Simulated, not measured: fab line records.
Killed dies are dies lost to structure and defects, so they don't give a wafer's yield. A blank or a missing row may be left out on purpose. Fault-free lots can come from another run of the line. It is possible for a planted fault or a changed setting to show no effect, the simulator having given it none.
Which tool was responsible? / flow sky130 / 11 lots with 33 wafers sampled at 4 steps, on a route of 708 steps

WHAT THE GAUGES SHOWED, per wafer
SKY_LOCAL_INTERCONNECT_RS_MEAS_01: measurement is done with a four-point probe.
lot=L940; measured=day 30 11:36; on=film_metro-02; LOCAL_INTERCONNECT_TIN_RS (ohm/sq)=14.01 13.94 13.82
lot=L941; measured=day 30 23:53; on=film_metro-02; LOCAL_INTERCONNECT_TIN_RS (ohm/sq)=13.93 14.08 14.04
lot=L943; measured=day 31 12:07; on=film_metro-04; LOCAL_INTERCONNECT_TIN_RS (ohm/sq)=14.20 14.20 14.26
lot=L942; measured=day 31 13:52; on=film_metro-02; LOCAL_INTERCONNECT_TIN_RS (ohm/sq)=13.97 13.95 14.01
lot=L944; measured=day 31 21:29; on=film_metro-04; LOCAL_INTERCONNECT_TIN_RS (ohm/sq)=14.22 14.08 14.22
lot=L946; measured=day 32 04:11; on=film_metro-01; LOCAL_INTERCONNECT_TIN_RS (ohm/sq)=14.09 13.87 14.33
lot=L949; measured=day 33 04:58; on=film_metro-04; LOCAL_INTERCONNECT_TIN_RS (ohm/sq)=13.76 13.93 13.71
lot=L957; measured=day 35 04:52; on=film_metro-01; LOCAL_INTERCONNECT_TIN_RS (ohm/sq)=14.20 13.82 13.86
lot=L958; measured=day 35 10:50; on=film_metro-02; LOCAL_INTERCONNECT_TIN_RS (ohm/sq)=13.58 13.87 13.60
lot=L959; measured=day 36 00:49; on=film_metro-04; LOCAL_INTERCONNECT_TIN_RS (ohm/sq)=14.29 14.12 13.89
lot=L961; measured=day 36 09:05; on=film_metro-04; LOCAL_INTERCONNECT_TIN_RS (ohm/sq)=14.10 14.24 14.05

SKY_LOCAL_INTERCONNECT_OVL_MEAS_12.
lot=L940; measured=day 31 15:57; on=overlay-01; LOCAL_INTERCONNECT_OVL (nm)=8 8 8
lot=L941; measured=day 32 04:04; on=overlay-02; LOCAL_INTERCONNECT_OVL (nm)=13 7 6
lot=L943; measured=day 32 15:46; on=overlay-02; LOCAL_INTERCONNECT_OVL (nm)=3 -5 5
lot=L942; measured=day 32 17:00; on=overlay-02; LOCAL_INTERCONNECT_OVL (nm)=7 -5 5
lot=L944; measured=day 33 00:41; on=overlay-01; LOCAL_INTERCONNECT_OVL (nm)=5 3 3
lot=L946; measured=day 33 07:10; on=overlay-01; LOCAL_INTERCONNECT_OVL (nm)=5 10 13
lot=L949; measured=day 34 07:48; on=overlay-02; LOCAL_INTERCONNECT_OVL (nm)=2 -1 -5
lot=L957; measured=day 36 07:28; on=overlay-01; LOCAL_INTERCONNECT_OVL (nm)=3 6 3
lot=L958; measured=day 36 12:58; on=overlay-02; LOCAL_INTERCONNECT_OVL (nm)=-3 -5 -1
lot=L959; measured=day 37 02:01; on=overlay-02; LOCAL_INTERCONNECT_OVL (nm)=-7 7 -1
lot=L961; measured=day 37 11:02; on=overlay-01; LOCAL_INTERCONNECT_OVL (nm)=5 7 7

WHICH TOOL RAN EACH LOT (tool, then ch and the chambers of the sampled wafers, then the start)
lot=L940; SKY_LI_CONTACT_ETCH_15=rie_diel-01 ch 0,1,2, day 30 10:22; SKY_LOCAL_INTERCONNECT_COAT_05=litho_track-01 ch 0, day 31 01:08
lot=L941; SKY_LI_CONTACT_ETCH_15=rie_diel-02 ch 0,1,2, day 30 22:38; SKY_LOCAL_INTERCONNECT_COAT_05=litho_track-03 ch 0, day 31 13:49
lot=L943; SKY_LI_CONTACT_ETCH_15=rie_diel-01 ch 0,2,3, day 31 10:56; SKY_LOCAL_INTERCONNECT_COAT_05=litho_track-03 ch 0, day 32 02:01
lot=L942; SKY_LI_CONTACT_ETCH_15=rie_diel-01 ch 0,3, day 31 12:41; SKY_LOCAL_INTERCONNECT_COAT_05=litho_track-03 ch 0, day 32 03:07
lot=L944; SKY_LI_CONTACT_ETCH_15=rie_diel-01 ch 2,3, day 31 20:17; SKY_LOCAL_INTERCONNECT_COAT_05=litho_track-03 ch 0, day 32 10:44
lot=L946; SKY_LI_CONTACT_ETCH_15=rie_diel-04 ch 0,1, day 32 02:59; SKY_LOCAL_INTERCONNECT_COAT_05=litho_track-01 ch 0, day 32 17:07
lot=L949; SKY_LI_CONTACT_ETCH_15=rie_diel-04 ch 1,2, day 33 03:46; SKY_LOCAL_INTERCONNECT_COAT_05=litho_track-03 ch 0, day 33 18:19
lot=L957; SKY_LI_CONTACT_ETCH_15=rie_diel-02 ch 1,2,3, day 35 03:41; SKY_LOCAL_INTERCONNECT_COAT_05=litho_track-04 ch 0, day 35 17:50
lot=L958; SKY_LI_CONTACT_ETCH_15=rie_diel-01 ch 1,2,3, day 35 09:38; SKY_LOCAL_INTERCONNECT_COAT_05=litho_track-04 ch 0, day 35 23:46
lot=L959; SKY_LI_CONTACT_ETCH_15=rie_diel-04 ch 1,2, day 35 23:38; SKY_LOCAL_INTERCONNECT_COAT_05=litho_track-03 ch 0, day 36 13:16
lot=L961; SKY_LI_CONTACT_ETCH_15=rie_diel-02 ch 0,1,3, day 36 07:53; SKY_LOCAL_INTERCONNECT_COAT_05=litho_track-03 ch 0, day 36 21:22
- SKY_LI_CONTACT_ETCH_15: etches PSG in C4F8/O2/Ar, stops on Si, target depth 600 nm.
- SKY_LOCAL_INTERCONNECT_COAT_05: resist thk 60 nm.

AS READ BY THE TOOLS THEMSELVES (means over the sampled wafers that have a number; for cases with no such wafer, the mark the record gives instead)
SKY_LI_CONTACT_ETCH_15.
lot=L940; tool=rie_diel-01; oes_product_au (a.u.)=0.840
lot=L941; tool=rie_diel-02; oes_product_au (a.u.)=0.838
lot=L943; tool=rie_diel-01; oes_product_au (a.u.)=0.835
lot=L942; tool=rie_diel-01; oes_product_au (a.u.)=0.839
lot=L944; tool=rie_diel-01; oes_product_au (a.u.)=0.838
lot=L946; tool=rie_diel-04; oes_product_au (a.u.)=0.838
lot=L949; tool=rie_diel-04; oes_product_au (a.u.)=0.831
lot=L957; tool=rie_diel-02; oes_product_au (a.u.)=0.834
lot=L958; tool=rie_diel-01; oes_product_au (a.u.)=0.833
lot=L959; tool=rie_diel-04; oes_product_au (a.u.)=0.839
lot=L961; tool=rie_diel-02; oes_product_au (a.u.)=0.838

THE ANSWER, worked out from the rows above alone
Rule: the lots themselves supply what counts as usual. Put in order of their means at a reading, lots are off if they are a third of the lots or fewer, leave a main group of 4 or more, and stand apart from it by a gap of 3 or more times the standard deviation of the main group's means; of several such gaps the widest counts. If all means in a main group match to the digits the tables above print for the reading, that group is not used. A lot without any number at a reading at which 4 lots or more have one is off too. Where the step has rows for the other lots, those lots are counted as sound. After the gauges, taken in route order, come the tools' own readings; for these a lot's mean is taken, as printed above. The first step at which some lot is off is used, and at that step the reading that is off furthest; a lot without a number counts as furthest.
Nothing can be told from this: no lot is off at any reading shown.

WHAT THE SIMULATOR HAD INSERTED
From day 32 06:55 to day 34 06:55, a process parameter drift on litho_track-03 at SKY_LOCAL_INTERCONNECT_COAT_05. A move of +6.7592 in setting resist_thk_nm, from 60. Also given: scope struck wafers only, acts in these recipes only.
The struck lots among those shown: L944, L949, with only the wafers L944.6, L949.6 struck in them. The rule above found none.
